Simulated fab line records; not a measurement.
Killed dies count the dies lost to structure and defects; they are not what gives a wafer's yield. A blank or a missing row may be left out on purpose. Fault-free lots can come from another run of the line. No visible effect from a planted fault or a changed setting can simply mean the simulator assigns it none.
Which tool is to blame? | flow gf180mcu | 33 wafers from 11 lots sampled at 5 of the route's 602 steps

WHAT THE GAUGES READ, wafer by wafer
GF_TOP_METAL_CD_MEAS_14: the cd target is 440 nm.
lot  | measured     | on        | cd nm (nm)
L543 | day 28 10:52 | cd sem-01 | 441.8 441.1 440.7
L544 | day 28 13:35 | cd sem-02 | 440.8 441.4 439.6
L545 | day 29 03:10 | cd sem-01 | 442.4 443.5 441.9
L547 | day 29 13:58 | cd sem-02 | 439.5 440.4 440.5
L549 | day 30 07:03 | cd sem-01 | 445.6 444.0 442.6
L554 | day 31 14:38 | cd sem-02 | 439.4 439.8 438.6
L555 | day 31 21:58 | cd sem-02 | 432.9 435.0 361.3 432.9 435.0 361.4
L556 | day 32 03:25 | cd sem-02 | 435.4 435.2 435.7
L560 | day 33 04:16 | cd sem-02 | 437.8 436.2 436.8
L563 | day 33 14:28 | cd sem-01 | 440.5 441.3 439.4
L565 | day 34 05:26 | cd sem-02 | 439.8 439.1 437.8

EACH LOT AND THE TOOL THAT RAN IT (in order: tool; ch and the chambers of the sampled wafers; start)
lot  | GF_V5_CMP_04                  | GF_V5_ETCH_16                      | GF_V5_SPUTTER_22             | GF_TOP_METAL_EXPOSE_11
L543 | cmp-02 ch 0,2,3, day 26 16:38 | rie diel-04 ch 1,2, day 27 13:55   | pvd sputter-03, day 27 14:40 | iline stepper-02 ch 0, day 28 01:28
L544 | cmp-01 ch 0,2,3, day 26 19:32 | rie diel-02 ch 0,2, day 27 16:14   | pvd sputter-03, day 27 17:01 | iline stepper-01 ch 0, day 28 04:34
L545 | cmp-02 ch 0,1,3, day 27 09:52 | rie diel-02 ch 0,2,3, day 28 06:01 | pvd sputter-02, day 28 06:47 | iline stepper-02 ch 0, day 28 16:56
L547 | cmp-02 ch 2,3, day 27 21:17   | rie diel-02 ch 0,2,3, day 28 17:20 | pvd sputter-03, day 28 18:25 | iline stepper-02 ch 0, day 29 05:31
L549 | cmp-01 ch 0,1,2, day 28 14:58 | rie diel-04 ch 0,3, day 29 11:00   | pvd sputter-02, day 29 11:45 | iline stepper-01 ch 0, day 29 22:27
L554 | cmp-01 ch 0,1,2, day 30 02:25 | rie diel-01 ch 1,2,3, day 30 20:07 | pvd sputter-02, day 30 20:52 | iline stepper-02 ch 0, day 31 06:08
L555 | cmp-01 ch 0,2, day 30 09:07   | rie diel-02 ch 0,1,2, day 31 03:31 | pvd sputter-01, day 31 04:17 | iline stepper-01 ch 0, day 31 14:02
L556 | cmp-02 ch 0,1, day 30 15:16   | rie diel-02 ch 2,3, day 31 09:22   | pvd sputter-03, day 31 10:14 | iline stepper-02 ch 0, day 31 19:42
L560 | cmp-01 ch 0,1,3, day 31 17:27 | rie diel-04 ch 0,3, day 32 10:41   | pvd sputter-02, day 32 11:31 | iline stepper-02 ch 0, day 32 20:01
L563 | cmp-01 ch 0,3, day 32 05:59   | rie diel-02 ch 1,2, day 32 21:46   | pvd sputter-01, day 32 22:31 | iline stepper-02 ch 0, day 33 07:02
L565 | cmp-01 ch 0,1,2, day 32 20:55 | rie diel-01 ch 0,1, day 33 12:49   | pvd sputter-03, day 33 13:34 | iline stepper-02 ch 0, day 33 22:55
- GF_V5_CMP_04: polishes SiO2.
- GF_V5_ETCH_16: etches BARC in N2/H2.
- GF_V5_SPUTTER_22: material TiN, target thk 10 nm, time 40 s.
- GF_TOP_METAL_EXPOSE_11: exposes mask MetalTop, target cd 440 nm.

AS READ BY THE TOOLS THEMSELVES (means over the sampled wafers that have a number; for cases with no such wafer, the mark the record gives instead)
GF_V5_CMP_04.
lot  | tool   | motor current A (A)
L543 | cmp-02 | 12.7
L544 | cmp-01 | 12.7
L545 | cmp-02 | 13.1
L547 | cmp-02 | 13.1
L549 | cmp-01 | 12.2
L554 | cmp-01 | 11.7
L555 | cmp-01 | 12.1
L556 | cmp-02 | 13.6
L560 | cmp-01 | 12.1
L563 | cmp-01 | 12.7
L565 | cmp-01 | 12.1

GF_V5_ETCH_16.
lot  | tool        | drypump motor current A (A) | oes product au (a.u.) | rf fwd power W (W) | throttle valve pct (%)
L543 | rie diel-04 | 5.3                         | 0.854                 | 495.9              | 13.230
L544 | rie diel-02 | 5.7                         | 0.860                 | 496.5              | 13.224
L545 | rie diel-02 | 5.8                         | 0.853                 | 495.9              | 13.222
L547 | rie diel-02 | 5.8                         | 0.854                 | 496.9              | 13.223
L549 | rie diel-04 | 5.2                         | 0.856                 | 496.9              | 13.221
L554 | rie diel-01 | 5.8                         | 0.857                 | 492.4              | 13.227
L555 | rie diel-02 | 6.1                         | 0.857                 | 495.7              | 13.215
L556 | rie diel-02 | 5.9                         | 0.856                 | 495.4              | 13.213
L560 | rie diel-04 | 5.3                         | 0.860                 | 496.6              | 13.228
L563 | rie diel-02 | 6.4                         | 0.854                 | 493.8              | 13.223
L565 | rie diel-01 | 5.6                         | 0.858                 | 493.2              | 13.226

GF_V5_SPUTTER_22.
lot  | tool           | chamber pressure pa (Pa) | throttle valve pct (%)
L543 | pvd sputter-03 | 5.007                    | 30.4
L544 | pvd sputter-03 | 4.994                    | 30.2
L545 | pvd sputter-02 | 4.999                    | 29.6
L547 | pvd sputter-03 | 4.996                    | 30.2
L549 | pvd sputter-02 | 4.993                    | 28.3
L554 | pvd sputter-02 | 5.002                    | 29.9
L555 | pvd sputter-01 | 5.000                    | 28.8
L556 | pvd sputter-03 | 5.002                    | 30.0
L560 | pvd sputter-02 | 4.995                    | 31.1
L563 | pvd sputter-01 | 4.999                    | 29.1
L565 | pvd sputter-03 | 4.990                    | 30.0

GF_TOP_METAL_EXPOSE_11.
lot  | tool             | exposure dose mJ cm2
L543 | iline stepper-02 | 168.49
L544 | iline stepper-01 | 168.92
L545 | iline stepper-02 | 168.36
L547 | iline stepper-02 | 168.29
L549 | iline stepper-01 | 168.98
L554 | iline stepper-02 | 168.49
L555 | iline stepper-01 | 160.61
L556 | iline stepper-02 | 168.58
L560 | iline stepper-02 | 168.61
L563 | iline stepper-02 | 168.15
L565 | iline stepper-02 | 168.45

THE ANSWER, worked out from the rows above alone
Rule: usual is defined by the lots themselves. Put in order of their means at a reading, lots are off if they are a third of the lots or fewer, leave a main group of 4 or more, and stand apart from it by a gap of 3 or more times the standard deviation of the main group's means; of several such gaps the widest counts. Not used: any main group whose means are identical at the precision the tables above print for the reading. Also off: a lot with no number at a reading for which 4 or more lots have one. The other lots that the step has rows for count as sound. After the gauges, taken in route order, come the tools' own readings; for these a lot's mean is taken, as printed above. At the first step where some lot is off, the reading lying furthest off is the one used; lots without a number count as furthest.
Off, at GF_TOP_METAL_CD_MEAS_14 on cd nm: L555. For the main group the mean is 440.0 nm and the standard deviation 2.4.
A tool fits if, at a process step before that reading, it ran every lot that is off, and no sound lot after the first of them. The gauges at GF_TOP_METAL_CD_MEAS_14 aren't tried: what is off there is off at GF_TOP_METAL_EXPOSE_11 too, on other tools, and a gauge's error can't cause that. One fits: GF_TOP_METAL_EXPOSE_11 on iline stepper-01. A fault onset in the window from L549 (day 29 22:27, its last sound lot) to L555 (day 31 14:02, its first lot off) fits.
The tool's own readings at GF_TOP_METAL_EXPOSE_11 bear it out: on the lots that are off they differ by more than 5 times the standard deviation of the sound lots' means. exposure dose mJ cm2 reads 160.61 there against 168.53 on the sound lots.

WHAT WAS PUT IN BY THE SIMULATOR
Drift in process parameters on iline stepper-01 at GF_TOP_METAL_EXPOSE_11, starting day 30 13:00. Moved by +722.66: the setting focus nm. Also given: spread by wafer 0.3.
Struck lots among those shown: L555. The rule above found the same.
